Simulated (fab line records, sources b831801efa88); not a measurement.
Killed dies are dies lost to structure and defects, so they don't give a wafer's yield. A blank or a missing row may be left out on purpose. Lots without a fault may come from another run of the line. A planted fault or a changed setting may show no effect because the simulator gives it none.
A struck lot beside a sound one | flow sky130 | 16 steps out of a route of 708
Sound: wafers L978.1, L978.3, L978.5. Struck: wafer L983.5. (L983.1, L983.4 of the same lot were not struck and are left out.) The cause comes at the end.
At each step with rows: each side's tool, then ch and its chambers, then its first start. Under that, the readings that differ: sound wafers | struck wafers | difference of the means | sigmas: that difference in standard deviations of wafers without a fault.
alike: readings whose means differ by less than 2 such deviations, and words and numbers that are the same on both sides. not compared: withheld readings, readings that some wafer has no value for, bounds like >300 that may hide the same value, and numbers for which the record gives no deviation and whose values overlap.
The two part at a step that has a row with sigmas, a row that says differs or no value, or rows on one side only. Numbers that don't overlap but have no deviation are shown without sigmas and don't part them. A reading that every wafer of one side lacks parts them only if that side has two wafers or more.

first, 8 steps without rows for these wafers: SKY_METAL2_DEHYDRATE_07 (time 60 s); SKY_METAL2_HMDS_08 (prime time 60 s); SKY_METAL2_COAT_09 (resist thk 60 nm); SKY_METAL2_COAT_10 (resist thk 450 nm); SKY_METAL2_SOFTBAKE_11 (time 90 s); SKY_METAL2_EXPOSE_12 (exposes mask MM2, target cd 140 nm); SKY_METAL2_PEB_13; SKY_METAL2_DEVELOP_14 (develop time 60 s).
SKY_METAL2_CD_MEAS_15: target cd 140 nm.
  sound on cd_sem-02, day 40 14:25; struck on cd_sem-02, day 41 17:14
  reading    | sound             | struck | difference | sigmas
  cd_nm (nm) | 136.9 136.2 134.8 | 140.9  | +4.9       | +3
SKY_METAL2_OVL_MEAS_16:
  sound on overlay-01, day 40 14:32; struck on overlay-01, day 41 17:22
  alike: METAL2_OVL
SKY_METAL2_DESCUM_17: chemistry O2, time 8 s.
  sound on rie_metal-04 ch 0,1, day 40 14:34; struck on rie_metal-03 ch 0, day 41 17:24
  alike: chamber_pressure_mTorr, drypump_motor_current_A, oes_product_au
  not compared: rf_hours_counter_h
SKY_METAL2_ETCH_18: etches BARC in N2/H2, stops on SiO2, time 45.9 s, target depth 60 nm.
  sound on rie_metal-04 ch 0,1, day 40 14:36; struck on rie_metal-03 ch 0, day 41 17:26
  alike: chamber_pressure_mTorr, drypump_motor_current_A, h2_flow_sccm, oes_product_au, throttle_valve_pct
  not compared: rf_hours_counter_h
SKY_METAL2_METAL_ETCH_19: etches the open film in Cl2/BCl3, stops on SiO2, target depth 360 nm, time 78 s.
  sound on rie_metal-04 ch 0,1, day 40 14:40; struck on rie_metal-03 ch 0, day 41 17:29
  reading                                       | sound             | struck | difference | sigmas
  oes_product_au (a.u.)                         | 0.852 0.848 0.848 | 0.827  | -0.022     | -4
  model.KrF-thick_of_METAL2_COAT_10.thk_nm (nm) | 162.7 166.4 162.2 | 222.2  | +58.4      |
  model.METAL2.feature_depth_nm (nm)            | 358.3 357.6 358.1 | 341.6  | -16.4      |
  model.etch.depth_nm (nm)                      | 358.3 357.6 358.1 | 341.6  | -16.4      |
  alike: chamber_pressure_mTorr, drypump_motor_current_A, throttle_valve_pct
  not compared: rf_hours_counter_h
SKY_METAL2_STRIP_20: strips in O2/N2.
  sound on plasma_asher-02 ch 0,1, day 40 14:45; struck on plasma_asher-04 ch 0, day 41 17:35
  reading                      | sound             | struck | difference | sigmas
  drypump_motor_current_A (A)  | 5.4 5.5 5.5       | 6.6    | +1.1       | +3
  oes_product_au (a.u.)        | 0.337 0.348 0.341 | 0.371  | +0.029     | +6
  strip_time_to_endpoint_s (s) | 2.74 2.77 2.72    | 3.38   | +0.64      | +12
  alike: chamber_pressure_mTorr
  not compared: rf_hours_counter_h
then, 1 step without rows for these wafers: SKY_METAL2_STRIP_21 (strips in post etch residue remover, time 1200 s).
-- the record jumps here: 9 days lie between the struck wafers' starts before and after (it left off in module METAL2 and takes up again in module PAD_OPEN, whose first step shown is number 708 of the route) --
SKY_PAD_OPEN_PROBE_99:
  sound on prober-02, day 50 00:26; struck on prober-01, day 50 19:19
  reading                  | sound          | struck | difference | sigmas
  defect_limited_yield (%) | 84.8 83.3 83.9 | 0      | -84        | -42
  killed_at_M0_to_M3       | 41 44 33       | 451    | +412       | +53
  killed_dies              | 75 82 79       | 492    | +413       | +42
  killed_on_rim            | 10 13 16       | 96     | +83        | +23
  sort_bin_5_function (%)  | 8.9 9.3 8.7    | 94.3   | +85.3      | +57
  sort_n_pass              | 417 410 413    | 0      | -413       | -42
  sort_yield_pct (%)       | 84.8 83.3 83.9 | 0      | -84        | -42
  alike: killed_at_M4_up, killed_at_contacts, killed_at_front_end, killed_at_other, killed_open, killed_short, sort_bin_3_pad_short, sort_bin_6_memory

WHERE THEY PART
First at SKY_METAL2_CD_MEAS_15; last, within this record, at SKY_PAD_OPEN_PROBE_99.

WHY: what the simulator had put in
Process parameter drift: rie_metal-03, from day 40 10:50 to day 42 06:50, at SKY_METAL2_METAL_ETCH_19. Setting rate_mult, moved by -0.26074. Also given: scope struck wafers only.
